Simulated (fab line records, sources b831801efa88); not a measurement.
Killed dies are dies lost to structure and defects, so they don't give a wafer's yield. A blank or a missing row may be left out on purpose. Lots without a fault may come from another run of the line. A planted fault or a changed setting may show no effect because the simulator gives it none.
Which tool did it? | flow gf180mcu | 6 lots, 18 wafers sampled, at 2 steps of a route of 602

WHAT THE GAUGES READ, wafer by wafer
GF_MVPSD_OVL_MEAS_07.
lot  | measured     | on         | MVPSD_OVL (nm)
L174 | day 5 20:52  | overlay-02 | 0.2 1.5 1.0
L180 | day 7 02:43  | overlay-01 | 1.8 1.0 1.1
L182 | day 7 14:32  | overlay-01 | -0.5 -0.8 -2.1
L186 | day 9 00:10  | overlay-01 | -1.7 0.1 0.1
L188 | day 9 08:22  | overlay-02 | -1.1 -0.3 -1.6
L193 | day 10 10:17 | overlay-02 | 0.0 2.3 -1.0

WHICH TOOL RAN EACH LOT (tool, then ch and the chambers of the sampled wafers, then the start)
lot  | GF_NWELL_STRIP_10
L174 | plasma_asher-02 ch 0,1, day 4 03:25
L180 | plasma_asher-02 ch 0,1, day 5 08:08
L182 | plasma_asher-01 ch 0,1, day 5 17:35
L186 | plasma_asher-01 ch 0,1, day 6 23:53
L188 | plasma_asher-03 ch 0,1, day 7 07:00
L193 | plasma_asher-02 ch 0,1, day 8 06:10
- GF_NWELL_STRIP_10: strips in O2/N2.

THE ANSWER, worked out from the rows above alone
Rule: what is usual is taken from the lots themselves. Put in order of their means at a reading, lots are off if they are a third of the lots or fewer, leave a main group of 4 or more, and stand apart from it by a gap of 3 or more times the standard deviation of the main group's means; of several such gaps the widest counts. A main group whose means are all the same, to the digits that the tables above print for the reading, isn't used. A lot without any number at a reading at which 4 lots or more have one is off too. The other lots that the step has rows for count as sound.
No lot is off at any reading shown: from this, nothing can be told.

WHAT THE SIMULATOR HAD PUT IN
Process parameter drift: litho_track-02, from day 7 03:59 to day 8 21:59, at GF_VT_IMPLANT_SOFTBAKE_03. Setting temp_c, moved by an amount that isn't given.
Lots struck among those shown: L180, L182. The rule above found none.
